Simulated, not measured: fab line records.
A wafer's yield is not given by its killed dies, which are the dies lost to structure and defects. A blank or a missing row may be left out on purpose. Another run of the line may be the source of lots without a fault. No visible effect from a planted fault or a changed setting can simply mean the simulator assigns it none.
Comparing a struck lot with a sound one :: flow sky130 :: 18 out of 708 route steps
Sound: wafers L816.1, L816.5, L816.6. Struck: wafer L825.1 (left out: L825.6, a lot-mate that was not struck); the cause follows at the end.
At each step with rows: each side's tool, then ch and its chambers, then its first start. Under that, the readings that differ: sound wafers :: struck wafers :: difference of the means :: sigmas: that difference in standard deviations of wafers without a fault.
alike: readings whose means differ by less than 2 such deviations, and words and numbers that are the same on both sides. not compared: withheld readings, readings that some wafer has no value for, bounds like >300 that may hide the same value, and numbers for which the record gives no deviation and whose values overlap.
A row with sigmas, a row that says differs or no value, or rows on one side alone: a step with any of these is where the two part. Numbers that have no deviation but don't overlap get no sigmas and don't part them. Lack of a reading on every wafer of one side parts them only where that side has two or more wafers.

first, 3 steps without rows for these wafers: SKY_SONOS_ONO_WET_ETCH_18 (etches Si3N4 in H3PO4, target depth 15 nm, time 172 s); SKY_GATE_OXIDE_CLEAN_00 (cleans in SC1/SC2, time 150 s); SKY_GATE_OXIDE_OXIDATION_01 (stabilise 600 s, purge 300 s, target thk 10.268 nm).
SKY_GATE_OXIDE_THK_MEAS_02:
  struck on filmMetro-03, day 18 13:00; sound on filmMetro-04, day 15 09:22
  alike: GATE_OXIDE_OXIDATION_00_THK
then, 7 steps without rows for these wafers: SKY_GATE_OXIDE_DEHYDRATE_03 (time 60 s); SKY_GATE_OXIDE_HMDS_04 (prime time 60 s); SKY_GATE_OXIDE_COAT_05 (resist thk 1140 nm); SKY_GATE_OXIDE_SOFTBAKE_06 (time 60 s); SKY_GATE_OXIDE_EXPOSE_07 (exposes mask LVOM, target cd 600 nm); SKY_GATE_OXIDE_PEB_08; SKY_GATE_OXIDE_DEVELOP_09 (develop time 60 s).
SKY_GATE_OXIDE_OVL_MEAS_10:
  struck on overlay-01, day 19 18:29; sound on overlay-02, day 16 12:47
  alike: GATE_OXIDE_OVL
SKY_GATE_OXIDE_IMPLANT_11:
  sound on implanter-03 ch 0, day 16 12:49; struck on implanter-03 ch 0, day 19 18:31
then, 1 step without rows for these wafers: SKY_GATE_OXIDE_WET_ETCH_12 (etches SiO2 in dHF, target depth 16.8 nm, time 336 s).
SKY_GATE_OXIDE_STRIP_13: strips in O2/N2.
  sound on plasmaAsher-01 ch 0,1, day 16 13:04; struck on plasmaAsher-03 ch 1, day 19 18:47
  alike: drypumpMotorCurrentA, oesProductAu, stripTimeToEndpointS
  not compared: rfHoursCounterH
SKY_GATE_OXIDE_TW_MEAS_14:
  struck on filmMetro-03, day 19 18:53; sound on filmMetro-04, day 16 13:10
reading: GATE_OXIDE_TW
sound: 225.7 226.2 226.4
struck: 219.6
difference: -6.5
sigmas: -3
then, 1 step without rows for these wafers: SKY_GATE_OXIDE_CLEAN_15 (cleans in SC1/SC2, time 150 s).
-- record jumps: 30 days separate the struck wafers' starts on either side; left off in module GATE_OXIDE, taken up again in module PAD_OPEN, whose first shown step is the route's number 708 --
SKY_PAD_OPEN_PROBE_99:
  struck on prober-02, day 49 16:03; sound on prober-01, day 47 18:20
reading: model.etest.tipP.rsOhmSq
sound: 6920 6930 6947
struck: 6977
difference: +45
sigmas: 

reading: model.etest.pfet_01v8.rOnOhmUm
sound: 2842 2861 2853
struck: 3043
difference: +191
sigmas: 

reading: model.etest.nfet_01v8_lvt.driveUaUm
sound: 571.9 572.4 570.9
struck: 580.5
difference: +8.8
sigmas: 

reading: model.etest.nfet_01v8_swapped.driveUaUm
sound: 496.5 500.7 497
struck: 510
difference: +12
sigmas: 

reading: model.etest.nfet_01v8.driveUaUm
sound: 493.4 498.5 494.4
struck: 505.2
difference: +9.8
sigmas: 

reading: model.etest.nfet_01v8_turned.driveUaUm
sound: 501.5 502.6 491.4
struck: 505.1
difference: +6.6
sigmas: 

reading: model.etest.pfet_01v8_lvt.driveUaUm
sound: 176 174 173.9
struck: 155.1
difference: -19.5
sigmas: 

reading: model.etest.nfet_01v8.driveUaUmRange
sound: 9.966 10.71 9.1
struck: 22.44
difference: +12.51
sigmas: 
  alike: killed_at_M0_to_M3, killed_at_M4_up, killedAtContacts, killedAtFrontEnd, killedAtOther, killedDies, killedOpen, killedShort

## WHERE THEY PART
At SKY_GATE_OXIDE_TW_MEAS_14 and nowhere else, as far as this record goes. Later steps at which nothing parts them and some readings are alike: SKY_PAD_OPEN_PROBE_99.

WHY: what the simulator had put in
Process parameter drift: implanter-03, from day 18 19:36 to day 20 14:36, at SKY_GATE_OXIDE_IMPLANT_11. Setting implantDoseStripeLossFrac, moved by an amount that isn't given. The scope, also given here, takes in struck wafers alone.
